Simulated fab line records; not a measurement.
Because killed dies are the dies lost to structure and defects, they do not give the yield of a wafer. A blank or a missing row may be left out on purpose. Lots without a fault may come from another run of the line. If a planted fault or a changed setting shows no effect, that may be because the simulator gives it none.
Struck lot and sound lot, side by side / flow sky130 / 27 out of 708 route steps
Sound: these wafers, L598.4, L598.5, L598.6. Wafers L610.1, L610.3, L610.5 were the ones struck. The cause comes at the end.
Order at every step that has rows: each side's tool, ch and its chambers, its first start. Under that, the readings that differ: sound wafers / struck wafers / difference of the means / sigmas: that difference in standard deviations of wafers without a fault.
alike: words and numbers the same on both sides, and readings whose means are apart by under 2 such deviations; not compared: readings that were withheld, readings missing a value for some wafer, numbers with overlapping values and no deviation given by the record, and bounds like >300 which may hide the same value.
A row with sigmas, a row that says differs or no value, or rows on one side alone: a step with any of these is where the two part. When numbers do not overlap yet have no deviation, they are printed without sigmas and do not part them. Lack of a reading on every wafer of one side parts them only where that side has two or more wafers.

first, 5 steps without rows for these wafers: SKY_GATE_OXIDE_COAT_05 (resist thk 1140 nm); SKY_GATE_OXIDE_SOFTBAKE_06 (time 60 s); SKY_GATE_OXIDE_EXPOSE_07 (exposes mask LVOM, target cd 600 nm); SKY_GATE_OXIDE_PEB_08; SKY_GATE_OXIDE_DEVELOP_09 (develop time 60 s).
SKY_GATE_OXIDE_OVL_MEAS_10:
  sound on overlay-01 at day 14 18:37; struck on overlay-02 at day 18 19:31
  alike: GATE_OXIDE_OVL
then, 2 steps without rows for these wafers: SKY_GATE_OXIDE_IMPLANT_11; SKY_GATE_OXIDE_WET_ETCH_12 (etches SiO2 in dHF, target depth 16.8 nm, time 336 s).
SKY_GATE_OXIDE_STRIP_13: strips in O2/N2.
  sound on plasma_asher-02 ch 0,1, day 14 18:55; struck on plasma_asher-01 ch 0, day 18 19:48
  alike: drypump_motor_current_A, oes_product_au, strip_time_to_endpoint_s
  not compared: rf_hours_counter_h
SKY_GATE_OXIDE_TW_MEAS_14:
  sound on film_metro-01 at day 14 19:01; struck on film_metro-01 at day 18 19:54
  alike: GATE_OXIDE_TW
then, 2 steps without rows for these wafers: SKY_GATE_OXIDE_CLEAN_15 (cleans in SC1/SC2, time 150 s); SKY_GATE_OXIDE_OXIDATION_16 (stabilise 600 s, purge 300 s, target thk 3.57 nm).
SKY_POLY_GATE_CVD_00: deposits poly-Si, target thk 180 nm, time 720 s.
  sound on lpcvd-01 ch 1, day 14 20:37; struck on lpcvd-01 ch 0, day 18 21:56
reading=spike_tc_bottom_C (C); sound=636 637 634; struck=644 643 643; difference=+8; sigmas=+2
reading=spike_tc_lower_C (C); sound=617.7 618.9 619.6; struck=622.5 623.0 620.2; difference=+3.2; sigmas=+3
reading=model.poly-Si_of_POLY_GATE_CVD_00.thk_nm (nm); sound=179.4 179.5 179.3; struck=187 187.9 187.3; difference=+8; sigmas=
SKY_POLY_GATE_THK_MEAS_01:
  sound on film_metro-03 at day 14 21:51; struck on film_metro-03 at day 18 23:08
reading=POLY_GATE_CVD_00_THK (nm); sound=179.6 179.5 179.3; struck=187.1 187.9 187.2; difference=+7.9; sigmas=+4
then, 8 steps without rows for these wafers: SKY_RES_PROTECT_DEHYDRATE_00 (time 60 s); SKY_RES_PROTECT_HMDS_01 (prime time 60 s); SKY_RES_PROTECT_COAT_02 (resist thk 1140 nm); SKY_RES_PROTECT_SOFTBAKE_03 (time 60 s); SKY_RES_PROTECT_EXPOSE_04 (exposes mask RPM, target cd 1270 nm); SKY_RES_PROTECT_PEB_05; SKY_RES_PROTECT_DEVELOP_06 (develop time 60 s); SKY_POLY_GATE_IMPLANT_02.
SKY_RES_PROTECT_STRIP_07: strips in O2/N2.
  sound on plasma_asher-02 ch 0,1, day 16 01:19; struck on plasma_asher-02 ch 0,1, day 20 05:35
  alike: drypump_motor_current_A, oes_product_au, strip_time_to_endpoint_s
  not compared: rf_hours_counter_h
SKY_RES_PROTECT_TW_MEAS_08:
  sound on film_metro-03 at day 16 01:25; struck on film_metro-01 at day 20 05:41
  alike: POLY_GATE_TW
SKY_RES_PROTECT_CLEAN_09: cleans in SC1/SC2, time 150 s.
  sound on wet_bench-04 ch 1, day 16 01:27; struck on wet_bench-01 ch 2, day 20 05:44
reading=model.poly-Si_of_POLY_GATE_CVD_00.thk_nm (nm); sound=178.7 178.9 178.7; struck=186.3 187.2 186.6; difference=+7.9; sigmas=
  alike: bath_guard_temp_C
then, 1 step without rows for these wafers: SKY_POLY_GATE_CVD_03 (deposits Si3N4 from DCS/NH3, target thk 75 nm, time 1290 s).
-- record jumps: 29 days separate the struck wafers' starts on either side; left off in module POLY_GATE, taken up again in module PAD_OPEN, whose first shown step is the route's number 708 --
SKY_PAD_OPEN_PROBE_99:
  sound on prober-01 at day 46 06:49; struck on prober-01 at day 49 02:06
  not compared: model.etest.res_poly.rs_ohm_sq

WHERE THEY PART
Earliest at SKY_POLY_GATE_CVD_00; latest, in this record, at SKY_POLY_GATE_THK_MEAS_01. Later steps at which nothing parts them and some readings are alike: SKY_RES_PROTECT_STRIP_07, SKY_RES_PROTECT_TW_MEAS_08, SKY_RES_PROTECT_CLEAN_09.

WHY: what the simulator had put in
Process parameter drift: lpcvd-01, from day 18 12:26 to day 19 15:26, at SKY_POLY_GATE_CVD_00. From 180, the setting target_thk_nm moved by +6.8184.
